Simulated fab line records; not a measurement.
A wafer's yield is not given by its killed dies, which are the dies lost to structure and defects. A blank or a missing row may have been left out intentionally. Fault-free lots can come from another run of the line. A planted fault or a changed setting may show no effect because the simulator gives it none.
A sampling plan put to the test	flow gf180mcu	one fab line, 17 faults that these records tell of, each judged on the records of the lots that it struck
What counts as the plan is the set of the line's own looks, namely the steps on the route at which a gauge or an inspection reads a wafer and does not change it. Where struck wafers have a number at a look and the file lists that look's usual mean and standard deviation on fault-free wafers, the look can be judged. Caught: the struck wafers' mean, at a look after the fault's first step, is 4 or more of those standard deviations (sigma) away from the usual mean. On the tool: the test repeated on the tool's own readings taken at the fault's steps. Another recipe on the struck wafers, or a record that is blank for them alone, also counts as caught.

== THE FAULTS, as the simulator had put them in ==
1. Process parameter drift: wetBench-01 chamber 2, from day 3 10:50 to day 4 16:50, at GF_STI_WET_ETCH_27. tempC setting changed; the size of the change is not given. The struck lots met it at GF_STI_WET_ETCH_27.
2. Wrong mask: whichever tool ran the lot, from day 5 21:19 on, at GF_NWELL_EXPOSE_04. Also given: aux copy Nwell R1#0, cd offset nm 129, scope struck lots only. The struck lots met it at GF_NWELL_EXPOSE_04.
3. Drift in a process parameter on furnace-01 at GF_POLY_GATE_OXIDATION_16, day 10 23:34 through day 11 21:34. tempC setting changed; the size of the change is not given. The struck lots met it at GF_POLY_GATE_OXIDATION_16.
4. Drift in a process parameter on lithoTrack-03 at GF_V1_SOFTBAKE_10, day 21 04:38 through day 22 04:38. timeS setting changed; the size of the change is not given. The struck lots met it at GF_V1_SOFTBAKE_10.
5. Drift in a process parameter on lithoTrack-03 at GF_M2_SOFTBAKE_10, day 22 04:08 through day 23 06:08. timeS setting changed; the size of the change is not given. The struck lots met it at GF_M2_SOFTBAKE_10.
6. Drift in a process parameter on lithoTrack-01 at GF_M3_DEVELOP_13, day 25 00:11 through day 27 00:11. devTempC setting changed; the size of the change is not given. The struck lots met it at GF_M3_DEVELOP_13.
7. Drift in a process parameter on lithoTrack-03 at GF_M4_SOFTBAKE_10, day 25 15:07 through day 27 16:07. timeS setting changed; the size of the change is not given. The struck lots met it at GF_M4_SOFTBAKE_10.
8. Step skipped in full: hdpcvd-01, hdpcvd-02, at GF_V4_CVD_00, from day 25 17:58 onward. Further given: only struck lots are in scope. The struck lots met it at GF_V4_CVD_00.
9. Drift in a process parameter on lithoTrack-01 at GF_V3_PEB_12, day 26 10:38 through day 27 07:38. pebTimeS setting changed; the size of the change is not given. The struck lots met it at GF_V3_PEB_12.
10. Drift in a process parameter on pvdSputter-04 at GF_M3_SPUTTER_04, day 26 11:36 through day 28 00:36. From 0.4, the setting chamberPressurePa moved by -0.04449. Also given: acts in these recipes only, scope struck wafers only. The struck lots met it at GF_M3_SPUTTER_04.
11. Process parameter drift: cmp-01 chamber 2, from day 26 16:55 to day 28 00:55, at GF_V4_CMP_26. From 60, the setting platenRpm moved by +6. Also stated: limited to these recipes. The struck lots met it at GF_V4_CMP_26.
12. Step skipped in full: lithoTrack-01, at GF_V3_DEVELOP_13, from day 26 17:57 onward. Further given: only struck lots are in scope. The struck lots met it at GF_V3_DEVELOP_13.
13. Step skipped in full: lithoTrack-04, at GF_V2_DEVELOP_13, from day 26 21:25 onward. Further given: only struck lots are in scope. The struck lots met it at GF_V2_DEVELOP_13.
14. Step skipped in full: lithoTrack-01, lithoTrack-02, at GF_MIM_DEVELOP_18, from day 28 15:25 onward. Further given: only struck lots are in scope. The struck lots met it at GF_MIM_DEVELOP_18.
15. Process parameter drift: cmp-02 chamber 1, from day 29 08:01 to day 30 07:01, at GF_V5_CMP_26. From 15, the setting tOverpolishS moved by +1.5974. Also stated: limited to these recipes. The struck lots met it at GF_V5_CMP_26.
16. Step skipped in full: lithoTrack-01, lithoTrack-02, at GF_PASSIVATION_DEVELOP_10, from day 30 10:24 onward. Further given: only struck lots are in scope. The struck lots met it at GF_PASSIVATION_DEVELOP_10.
17. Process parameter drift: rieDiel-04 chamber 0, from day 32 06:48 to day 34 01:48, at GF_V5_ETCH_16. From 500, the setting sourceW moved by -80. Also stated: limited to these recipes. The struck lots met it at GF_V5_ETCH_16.

== WHAT THE PLAN SAW ==
fault	on the tool itself	first look that catches it	reading, sigma	median hours from its first step to that look	hours from the fault's start to the first struck lot there	judged looks passed uncaught
1	tempC -12 sigma	none of the 3 looks that can be judged after it	-	-	-	3
2	under 2 sigma	none of the 2 looks that can be judged after it	-	-	-	2
3	tubeCenterTempC +23 sigma	none of the 2 looks that can be judged after it	-	-	-	2
4	heaterPowerTotalW +42 sigma	no look after it can be judged	-	-	-	0
5	runLengthS +31 sigma	no look after it can be judged	-	-	-	0
6	developerTempC -7.2 sigma	no look after it can be judged	-	-	-	0
7	runLengthS +19 sigma	no look after it can be judged	-	-	-	0
8	the tool's record is blank for the struck wafers	no look after it can be judged	-	-	-	0
9	heaterPowerTotalW +11 sigma	no look after it can be judged	-	-	-	0
10	chamberPressurePa -52 sigma	not the one look that can be judged after it	-	-	-	1
11	platenRpm +99 or beyond sigma	no look after it can be judged	-	-	-	0
12	the tool's record is blank for the struck wafers	no look after it can be judged	-	-	-	0
13	the tool's record is blank for the struck wafers	no look after it can be judged	-	-	-	0
14	the tool's record is blank for the struck wafers	no look after it can be judged	-	-	-	0
15	overpolishRunS +99 or beyond sigma	no look after it can be judged	-	-	-	0
16	the tool's record is blank for the struck wafers	no look after it can be judged	-	-	-	0
17	rfFwdPowerW -35 sigma	no look after it can be judged	-	-	-	0
Dash: fault not caught, or number not given in these records.

Caught at a look: 0 of 17. Caught on the tool: 16 of 17. By one or the other: 16 of 17.
Faults caught by the tool alone: 1, 3, 4, 5, 6, 7, 8, 9, 10, 11, 12, 13, 14, 15, 16, 17.
Caught by neither: fault 2.
